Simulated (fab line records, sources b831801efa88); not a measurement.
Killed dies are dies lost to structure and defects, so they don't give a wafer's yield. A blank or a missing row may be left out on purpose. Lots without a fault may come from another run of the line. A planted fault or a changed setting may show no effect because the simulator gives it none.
Which tool did it? | flow gf180mcu | 14 lots, 42 wafers sampled, at 4 steps of a route of 602

WHAT THE GAUGES READ, wafer by wafer
GF_DUAL_GATE_OVL_MEAS_11.
lot  | measured     | on         | DUAL_GATE_OVL (nm)
L908 | day 9 05:31  | overlay-01 | 0.1 2.6 2.2
L909 | day 9 09:03  | overlay-02 | -0.2 1.5 -0.9
L910 | day 9 18:43  | overlay-02 | 0.9 0.7 -0.7
L913 | day 10 16:40 | overlay-02 | 1.7 0.8 0.2
L914 | day 11 00:04 | overlay-02 | 1.6 -0.9 0.5
L915 | day 11 06:07 | overlay-02 | 1.0 1.5 -1.5
L916 | day 11 09:40 | overlay-01 | 0.5 2.4 -0.3
L917 | day 11 16:49 | overlay-02 | 2.5 1.5 1.7
L918 | day 12 04:58 | overlay-01 | 0.9 2.2 1.2
L919 | day 12 06:13 | overlay-02 | -1.2 -0.8 -0.3
L920 | day 12 17:16 | overlay-02 | -0.5 1.7 0.6
L921 | day 12 21:01 | overlay-02 | 3.4 2.2 1.1
L922 | day 13 06:15 | overlay-02 | -0.4 0.6 0.1
L923 | day 13 14:25 | overlay-02 | 0.2 1.9 -1.0

GF_CONTACT_RS_MEAS_25: measures by four-point-probe.
lot  | measured     | on            | CONTACT_W_RS (ohm/sq)
L908 | day 17 05:38 | film_metro-03 | 0.397 0.393 0.389
L909 | day 17 12:19 | film_metro-04 | 0.378 0.387 0.386
L910 | day 17 22:24 | film_metro-04 | 0.381 0.385 0.380
L913 | day 19 07:22 | film_metro-01 | 0.385 0.385 0.382
L914 | day 19 14:10 | film_metro-03 | 0.380 0.378 0.379
L915 | day 19 22:40 | film_metro-03 | 0.383 0.381 0.378
L916 | day 20 03:28 | film_metro-01 | 0.393 0.390 0.384
L917 | day 20 12:36 | film_metro-04 | 0.384 0.379 0.380
L918 | day 21 00:58 | film_metro-01 | 0.387 0.382 0.390
L921 | day 22 00:23 | film_metro-03 | 0.375 0.375 0.385
L922 | day 22 09:55 | film_metro-04 | 0.391 0.396 0.398
L923 | day 22 16:29 | film_metro-03 | 0.389 0.391 0.389

WHICH TOOL RAN EACH LOT (tool, then ch and the chambers of the sampled wafers, then the start)
lot  | GF_HV_LDD_EXPOSE_43                 | GF_CONTACT_SPUTTER_23
L908 | iline_stepper-01 ch 0, day 12 20:20 | pvd_sputter-02, day 17 05:29
L909 | iline_stepper-01 ch 0, day 13 02:59 | pvd_sputter-01, day 17 12:10
L910 | iline_stepper-01 ch 0, day 13 11:32 | pvd_sputter-01, day 17 22:14
L913 | iline_stepper-02 ch 0, day 14 15:48 | pvd_sputter-01, day 19 07:11
L914 | iline_stepper-01 ch 0, day 14 23:43 | pvd_sputter-02, day 19 14:01
L915 | iline_stepper-01 ch 0, day 15 06:37 | pvd_sputter-01, day 19 22:31
L916 | iline_stepper-02 ch 0, day 15 10:34 | pvd_sputter-01, day 20 02:59
L917 | iline_stepper-01 ch 0, day 15 18:44 | pvd_sputter-04, day 20 12:28
L918 | iline_stepper-01 ch 0, day 16 08:03 | pvd_sputter-04, day 21 00:47
L919 | iline_stepper-01, day 16 14:47      | -
L920 | iline_stepper-01, day 17 00:07      | -
L921 | iline_stepper-01 ch 0, day 17 06:43 | pvd_sputter-01, day 22 00:14
L922 | iline_stepper-01 ch 0, day 17 16:48 | pvd_sputter-01, day 22 09:47
L923 | iline_stepper-02 ch 0, day 17 23:14 | pvd_sputter-04, day 22 16:22
- GF_HV_LDD_EXPOSE_43: exposes mask Pplus HV AREA, target cd 400 nm.
- GF_CONTACT_SPUTTER_23: material TiN, target thk 10 nm, time 40 s.

WHAT THE TOOLS THEMSELVES READ (means of the sampled wafers that have a number; where no wafer has one, the mark that the record gives instead)
GF_HV_LDD_EXPOSE_43.
lot  | tool             | exposure_dose_mJ_cm2 | focus_offset_nm (nm)
L908 | iline_stepper-01 | 140.01               | -0.3
L909 | iline_stepper-01 | 140.02               | -0.3
L910 | iline_stepper-01 | 139.97               | -0.2
L913 | iline_stepper-02 | 140.13               | 0.8
L914 | iline_stepper-01 | 140.11               | 0.4
L915 | iline_stepper-01 | 140.09               | -0.2
L916 | iline_stepper-02 | 140.18               | -0.2
L917 | iline_stepper-01 | 139.94               | 0.1
L918 | iline_stepper-01 | 139.89               | 0.3
L919 | iline_stepper-01 | -                    | -
L920 | iline_stepper-01 | -                    | -
L921 | iline_stepper-01 | 140.15               | 0.5
L922 | iline_stepper-01 | 139.92               | 0.3
L923 | iline_stepper-02 | 139.99               | 0.1

GF_CONTACT_SPUTTER_23.
lot  | tool           | throttle_valve_pct (%)
L908 | pvd_sputter-02 | 28.7
L909 | pvd_sputter-01 | 28.9
L910 | pvd_sputter-01 | 29.8
L913 | pvd_sputter-01 | 30.1
L914 | pvd_sputter-02 | 28.5
L915 | pvd_sputter-01 | 29.7
L916 | pvd_sputter-01 | 29.6
L917 | pvd_sputter-04 | 29.6
L918 | pvd_sputter-04 | 29.7
L921 | pvd_sputter-01 | 29.6
L922 | pvd_sputter-01 | 30.2
L923 | pvd_sputter-04 | 30.4

THE ANSWER, worked out from the rows above alone
Rule: what is usual is taken from the lots themselves. Put in order of their means at a reading, lots are off if they are a third of the lots or fewer, leave a main group of 4 or more, and stand apart from it by a gap of 3 or more times the standard deviation of the main group's means; of several such gaps the widest counts. A main group whose means are all the same, to the digits that the tables above print for the reading, isn't used. A lot without any number at a reading at which 4 lots or more have one is off too. The other lots that the step has rows for count as sound. The gauges are gone through in route order, then the tools' own readings, and for those a lot's mean is taken as printed above. The first step at which some lot is off is used, and at that step the reading that is off furthest; a lot without a number counts as furthest.
Off: L919, L920, at GF_HV_LDD_EXPOSE_43 (exposure_dose_mJ_cm2). Without a number there: L919, L920. The main group: mean 140.03, standard deviation 0.092.
A tool fits if, at that step or a process step before it, it ran every lot that is off, and no sound lot after the first of them. None of those tried fits.

WHAT THE SIMULATOR HAD PUT IN
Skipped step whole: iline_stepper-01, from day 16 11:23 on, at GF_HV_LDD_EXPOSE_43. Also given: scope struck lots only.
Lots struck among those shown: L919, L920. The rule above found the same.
